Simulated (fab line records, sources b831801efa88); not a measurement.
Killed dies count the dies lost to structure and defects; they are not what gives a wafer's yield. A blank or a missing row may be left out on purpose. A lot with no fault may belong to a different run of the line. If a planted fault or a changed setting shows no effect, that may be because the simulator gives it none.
Struck lot and sound lot, side by side	flow sky130	14 steps out of a route of 708
Sound: the wafers L186.2, L186.4, L186.5. Struck: wafers L191.1, L191.3, L191.4. Last of all comes the cause.
For every step that has rows: the tool of each side, followed by ch and its chambers, followed by its first start. Under that, the readings that differ: sound wafers	struck wafers	difference of the means	sigmas: that difference in standard deviations of wafers without a fault.
alike: same words and numbers on both sides, and readings whose means sit less than 2 such deviations apart. not compared: any withheld reading, any reading some wafer has no value for, any bound like >300 that may hide the same value, and any number with overlapping values for which the record gives no deviation.
A row with sigmas, a row that says differs or no value, or rows on one side alone: a step with any of these is where the two part. Numbers that have no deviation but don't overlap get no sigmas and don't part them. Lack of a reading on every wafer of one side parts them only where that side has two or more wafers.

first, 6 steps without rows for these wafers: SKY_DNWELL_COAT_02 (resist thk 3000 nm); SKY_DNWELL_SOFTBAKE_03; SKY_DNWELL_EXPOSE_04 (exposes mask DNM, target cd 3000 nm); SKY_DNWELL_PEB_05; SKY_DNWELL_DEVELOP_06 (develop time 60 s); SKY_DNWELL_IMPLANT_07.
SKY_DNWELL_STRIP_08: strips in O2/N2.
  sound on plasma asher-02 ch 0, day 5 11:55; struck on plasma asher-02 ch 0,1, day 7 02:40
  alike: drypump motor current A, oes product au, strip time to endpoint s
  not compared: rf hours counter h
SKY_DNWELL_TW_MEAS_09:
  sound: film metro-02 at day 5 12:01; struck: film metro-01 at day 7 02:46
  alike: DNWELL_TW
then, 4 steps without rows for these wafers: SKY_PWDE_DEHYDRATE_00 (time 60 s); SKY_PWDE_HMDS_01 (prime time 60 s); SKY_PWDE_COAT_02 (resist thk 3000 nm); SKY_PWDE_SOFTBAKE_03.
SKY_PWDE_EXPOSE_04: exposes mask PWDEM, target cd 840 nm.
  sound on iline stepper-02 ch 0, day 5 20:47; struck on iline stepper-01, day 7 11:55
  no value came back on the struck wafers for exposure dose mJ cm2, focus offset nm (nm), reticle temp C (C); on the sound wafers exposure dose mJ cm2 reads 213.98 214.02 214.21
  alike: mask
next, for these wafers, 1 step has no rows: SKY_PWDE_PEB_05.

WHERE THEY PART
SKY_PWDE_EXPOSE_04 only, going by this record.

WHY: the cause the simulator had injected
Beginning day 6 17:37, the whole step at SKY_PWDE_EXPOSE_04 was skipped on iline stepper-01. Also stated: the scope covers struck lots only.
